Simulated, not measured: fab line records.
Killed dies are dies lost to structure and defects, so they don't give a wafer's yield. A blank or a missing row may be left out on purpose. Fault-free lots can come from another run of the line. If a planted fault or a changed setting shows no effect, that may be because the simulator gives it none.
Commonality check across tools / flow sky130 / Lots sampled 15, wafers sampled 54

== REASON FOR OPENING ==
SKY_POLY_GATE_THK_MEAS_01, reading POLY_GATE_CVD_00_THK: flagged on 3 of 15 lots. No-fault wafers: 179.3 nm, standard deviation 1.4.
Rule: flag the lot when none of its wafers has a number, or when each of its wafers that has one lies beyond 4 standard deviations from that mean. As for the other lots, they are considered sound.

lot=L840; measured=day 14 20:03; on=film_metro-03; POLY_GATE_CVD_00_THK (nm), wafer by wafer=178.1 176.9 179.1; flag=
lot=L839; measured=day 14 22:28; on=film_metro-02; POLY_GATE_CVD_00_THK (nm), wafer by wafer=179.6 180.4 180.9; flag=
lot=L842; measured=day 14 22:29; on=film_metro-03; POLY_GATE_CVD_00_THK (nm), wafer by wafer=178.6 180.1 179.1; flag=
lot=L844; measured=day 17 01:48; on=film_metro-02; POLY_GATE_CVD_00_THK (nm), wafer by wafer=178.2 180.0 179.8; flag=
lot=L846; measured=day 17 04:42; on=film_metro-02; POLY_GATE_CVD_00_THK (nm), wafer by wafer=179.7 181.6 180.6; flag=
lot=L847; measured=day 17 04:42; on=film_metro-04; POLY_GATE_CVD_00_THK (nm), wafer by wafer=178.8 177.7 179.3; flag=
lot=L848; measured=day 17 14:41; on=film_metro-04; POLY_GATE_CVD_00_THK (nm), wafer by wafer=181.4 180.7 181.1; flag=
lot=L849; measured=day 17 14:41; on=film_metro-03; POLY_GATE_CVD_00_THK (nm), wafer by wafer=181.2 179.8 181.0; flag=
lot=L850; measured=day 17 22:56; on=film_metro-03; POLY_GATE_CVD_00_THK (nm), wafer by wafer=178.4 179.3 179.4; flag=
lot=L851; measured=day 18 02:01; on=film_metro-03; POLY_GATE_CVD_00_THK (nm), wafer by wafer=179.8 180.1 179.3; flag=
lot=L852; measured=day 18 10:10; on=film_metro-02; POLY_GATE_CVD_00_THK (nm), wafer by wafer=175.6 176.2 178.0; flag=
lot=L853; measured=day 18 22:57; on=film_metro-04; POLY_GATE_CVD_00_THK (nm), wafer by wafer=179.0 179.9 178.5; flag=
lot=L855; measured=day 19 22:59; on=film_metro-03; POLY_GATE_CVD_00_THK (nm), wafer by wafer=192.8 191.8 192.8 192.7 191.8 192.5; flag=FLAGGED
lot=L856; measured=day 20 02:44; on=film_metro-04; POLY_GATE_CVD_00_THK (nm), wafer by wafer=193.9 192.5 193.1 193.8 192.5 192.9; flag=FLAGGED
lot=L857; measured=day 20 03:56; on=film_metro-04; POLY_GATE_CVD_00_THK (nm), wafer by wafer=191.0 189.9 190.1 190.9 189.8 190.2; flag=FLAGGED
On average the flagged lots' numbers are 191.9 nm, which is +12.6 nm against the usual, or +9 standard deviations.

== WHICH TOOL EACH LOT WENT THROUGH ==
Before the reading, the record contains 2 process steps out of a 708-step route. Each cell gives the tool, then ch followed by the chambers the sampled wafers passed through, then the start.
lot=L840; flag=; SKY_GATE_OXIDE_STRIP_13=plasma_asher-01 ch 0,1, day 14 17:06; SKY_POLY_GATE_CVD_00=lpcvd-01 ch 0, day 14 18:51
lot=L839; flag=; SKY_GATE_OXIDE_STRIP_13=plasma_asher-02 ch 0,1, day 14 17:35; SKY_POLY_GATE_CVD_00=lpcvd-01 ch 1, day 14 21:15
lot=L842; flag=; SKY_GATE_OXIDE_STRIP_13=plasma_asher-01 ch 0,1, day 14 17:53; SKY_POLY_GATE_CVD_00=lpcvd-01 ch 0, day 14 21:15
lot=L844; flag=; SKY_GATE_OXIDE_STRIP_13=plasma_asher-01 ch 0,1, day 16 21:54; SKY_POLY_GATE_CVD_00=lpcvd-01 ch 0, day 17 00:34
lot=L846; flag=; SKY_GATE_OXIDE_STRIP_13=plasma_asher-02 ch 0,1, day 17 00:05; SKY_POLY_GATE_CVD_00=lpcvd-01 ch 1, day 17 03:30
lot=L847; flag=; SKY_GATE_OXIDE_STRIP_13=plasma_asher-01 ch 0,1, day 17 00:23; SKY_POLY_GATE_CVD_00=lpcvd-01 ch 1, day 17 03:30
lot=L848; flag=; SKY_GATE_OXIDE_STRIP_13=plasma_asher-01 ch 0,1, day 17 06:29; SKY_POLY_GATE_CVD_00=lpcvd-01 ch 0, day 17 13:28
lot=L849; flag=; SKY_GATE_OXIDE_STRIP_13=plasma_asher-04 ch 0,1, day 17 06:35; SKY_POLY_GATE_CVD_00=lpcvd-01 ch 1, day 17 13:28
lot=L850; flag=; SKY_GATE_OXIDE_STRIP_13=plasma_asher-02 ch 0,1, day 17 12:35; SKY_POLY_GATE_CVD_00=lpcvd-01 ch 1, day 17 21:44
lot=L851; flag=; SKY_GATE_OXIDE_STRIP_13=plasma_asher-02 ch 0,1, day 17 20:38; SKY_POLY_GATE_CVD_00=lpcvd-01 ch 1, day 18 00:47
lot=L852; flag=; SKY_GATE_OXIDE_STRIP_13=plasma_asher-02 ch 0, day 18 06:10; SKY_POLY_GATE_CVD_00=lpcvd-01 ch 1, day 18 08:57
lot=L853; flag=; SKY_GATE_OXIDE_STRIP_13=plasma_asher-01 ch 0, day 18 19:59; SKY_POLY_GATE_CVD_00=lpcvd-01 ch 1, day 18 21:44
lot=L855; flag=FLAGGED; SKY_GATE_OXIDE_STRIP_13=plasma_asher-04 ch 0,1, day 19 19:16; SKY_POLY_GATE_CVD_00=lpcvd-01 ch 0, day 19 21:47
lot=L856; flag=FLAGGED; SKY_GATE_OXIDE_STRIP_13=plasma_asher-04 ch 0,1, day 19 23:15; SKY_POLY_GATE_CVD_00=lpcvd-01 ch 0, day 20 01:32
lot=L857; flag=FLAGGED; SKY_GATE_OXIDE_STRIP_13=plasma_asher-04 ch 0,1, day 20 00:25; SKY_POLY_GATE_CVD_00=lpcvd-01 ch 1, day 20 02:44
These steps, and what they do:
- SKY_GATE_OXIDE_STRIP_13: strips in O2/N2.
- SKY_POLY_GATE_CVD_00: deposits poly-Si, target thk 180 nm, time 720 s.
- SKY_POLY_GATE_THK_MEAS_01

== FLAGGED OVER TOTAL, TOOL BY TOOL (the gauges that took the reading come last) ==
step=SKY_GATE_OXIDE_STRIP_13; tool=plasma_asher-01; lots run=6; flagged=0; share of the flagged lots=none; sound lots run after its first flagged lot=-
step=SKY_GATE_OXIDE_STRIP_13; tool=plasma_asher-02; lots run=5; flagged=0; share of the flagged lots=none; sound lots run after its first flagged lot=-
step=SKY_GATE_OXIDE_STRIP_13; tool=plasma_asher-04; lots run=4; flagged=3; share of the flagged lots=all; sound lots run after its first flagged lot=0
step=SKY_POLY_GATE_CVD_00; tool=lpcvd-01; lots run=15; flagged=3; share of the flagged lots=all; sound lots run after its first flagged lot=0
step=SKY_POLY_GATE_THK_MEAS_01; tool=film_metro-02; lots run=4; flagged=0; share of the flagged lots=none; sound lots run after its first flagged lot=-
step=SKY_POLY_GATE_THK_MEAS_01; tool=film_metro-03; lots run=6; flagged=1; share of the flagged lots=some; sound lots run after its first flagged lot=0
step=SKY_POLY_GATE_THK_MEAS_01; tool=film_metro-04; lots run=5; flagged=2; share of the flagged lots=some; sound lots run after its first flagged lot=0

== THE TABLE: WHAT IT ALLOWS ==
plasma_asher-04 at SKY_GATE_OXIDE_STRIP_13 and lpcvd-01 at SKY_POLY_GATE_CVD_00 are the 2 rows of the table that ran each flagged lot.
- plasma_asher-04 at SKY_GATE_OXIDE_STRIP_13: 3 of its 4 lots flagged. Last sound lot L849 at day 17 06:35, first flagged lot L855 at day 19 19:16; a fault beginning in between fits.
- lpcvd-01 at SKY_POLY_GATE_CVD_00: 3 of its 15 lots flagged. Last sound lot L853 at day 18 21:44, first flagged lot L855 at day 19 21:47; a fault beginning in between fits.
A lot count leaves these 2 tools indistinguishable: every one of them fits a fault beginning at some hour. More lots, or a look at what each step does to the wafer, might.

== WHAT THE SIMULATOR HAD INSERTED ==
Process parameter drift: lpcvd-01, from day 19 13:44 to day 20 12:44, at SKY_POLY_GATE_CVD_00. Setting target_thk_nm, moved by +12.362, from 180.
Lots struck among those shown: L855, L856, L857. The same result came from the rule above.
